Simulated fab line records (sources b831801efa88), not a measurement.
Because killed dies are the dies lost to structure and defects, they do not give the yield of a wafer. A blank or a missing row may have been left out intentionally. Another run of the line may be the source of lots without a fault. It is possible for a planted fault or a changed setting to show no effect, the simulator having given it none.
Comparing a struck lot with a sound one + flow sky130 + 15 steps out of a route of 708
Sound: wafers L394.2, L394.3, L394.6. The struck wafers were L406.1, L406.3, L406.6. Last of all comes the cause.
Order at every step that has rows: each side's tool, ch and its chambers, its first start. Under that, the readings that differ: sound wafers + struck wafers + difference of the means + sigmas: that difference in standard deviations of wafers without a fault.
alike: readings whose means differ by less than 2 such deviations, and words and numbers that are the same on both sides. not compared: withheld readings, readings that some wafer has no value for, bounds like >300 that may hide the same value, and numbers for which the record gives no deviation and whose values overlap.
The two part at a step that has a row with sigmas, a row that says differs or no value, or rows on one side only. Non-overlapping numbers with no deviation appear without sigmas and do not part them. Lack of a reading on every wafer of one side parts them only where that side has two or more wafers.

first, 7 steps without rows for these wafers: SKY_METAL3_HMDS_06 (prime time 60 s); SKY_METAL3_COAT_07 (resist thk 60 nm); SKY_METAL3_COAT_08 (resist thk 1140 nm); SKY_METAL3_SOFTBAKE_09 (time 90 s); SKY_METAL3_EXPOSE_10 (exposes mask MM3, target cd 300 nm); SKY_METAL3_PEB_11; SKY_METAL3_DEVELOP_12 (develop time 60 s).
SKY_METAL3_CD_MEAS_13: target cd 300 nm.
  struck on cd_sem-01, day 43 12:33; sound on cd_sem-02, day 41 03:28
  alike: cd_nm
SKY_METAL3_OVL_MEAS_14:
  struck on overlay-01, day 43 12:40; sound on overlay-02, day 41 03:34
  alike: METAL3_OVL
SKY_METAL3_DESCUM_15: chemistry O2, time 8 s.
  sound on rie_metal-04 ch 0,1, day 41 03:36; struck on rie_metal-03 ch 0,1, day 43 12:42
  alike: drypump_motor_current_A, oes_product_au, rf_fwd_power_W
  not compared: rf_hours_counter_h
SKY_METAL3_ETCH_16: etches BARC in N2/H2, stops on SiO2, time 88.2 s, target depth 60 nm.
  sound on rie_metal-04 ch 0,1, day 41 03:38; struck on rie_metal-03 ch 0,1, day 43 12:44
  alike: bias_w, drypump_motor_current_A, oes_product_au, rf_fwd_power_W, throttle_valve_pct
  not compared: rf_hours_counter_h
SKY_METAL3_ETCH_17: etches SiO2 in C4F8/O2/Ar, stops on TiN, time 3.9 s, target depth 15 nm.
  sound on rie_diel-01 ch 1,3, day 41 03:44; struck on rie_diel-02 ch 0,2,3, day 43 12:50
  alike: bias_w, oes_product_au, rf_fwd_power_W
  not compared: rf_hours_counter_h
SKY_METAL3_METAL_ETCH_18: etches the open film in Cl2/BCl3, stops on SiO2, target depth 845 nm, time 183.1 s.
  sound on rie_metal-02 ch 0,1, day 41 03:45; struck on rie_metal-04 ch 0,1, day 43 12:51
| reading                                       | sound             | struck            | difference | sigmas |
|-----------------------------------------------|-------------------|-------------------|------------|--------|
| bias_w (W)                                    | 48.50 48.53 48.43 | 44.94 44.91 44.84 | -3.59      | -28    |
| model.KrF-thick_of_METAL3_COAT_08.thk_nm (nm) | 530.9 536.8 534.6 | 540.8 546.6 543   | +9.4       |        |
  alike: drypump_motor_current_A, oes_product_au, rf_fwd_power_W, throttle_valve_pct
  not compared: rf_hours_counter_h
SKY_METAL3_STRIP_19: strips in O2/N2.
  sound on plasma_asher-01 ch 0,1, day 41 03:56; struck on plasma_asher-01 ch 0,1, day 43 13:02
  alike: drypump_motor_current_A, oes_product_au, strip_time_to_endpoint_s
  not compared: rf_hours_counter_h
-- the record jumps here: 6 days lie between the struck wafers' starts before and after (it left off in module METAL3 and takes up again in module PAD_OPEN, whose first step shown is number 708 of the route) --
SKY_PAD_OPEN_PROBE_99:
  struck on prober-01, day 50 00:28; sound on prober-02, day 47 22:28
| reading            | sound    | struck   | difference | sigmas |
|--------------------|----------|----------|------------|--------|
| killed_at_contacts | 39 36 21 | 18 19 23 | -12        | -2     |
  alike: defect_limited_yield, killed_at_M0_to_M3, killed_at_M4_up, killed_at_front_end, killed_at_other, killed_dies, killed_on_rim, killed_open, killed_short, sort_bin_3_pad_short, sort_bin_5_function, sort_bin_6_memory, sort_n_pass, sort_yield_pct

== WHERE THEY PART ==
First at SKY_METAL3_METAL_ETCH_18; last, within this record, at SKY_PAD_OPEN_PROBE_99.

WHY: what had been put in by the simulator
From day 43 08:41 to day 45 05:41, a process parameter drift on rie_metal-04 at SKY_METAL3_METAL_ETCH_18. The setting bias_w was moved by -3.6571, starting from 48.5. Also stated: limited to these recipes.
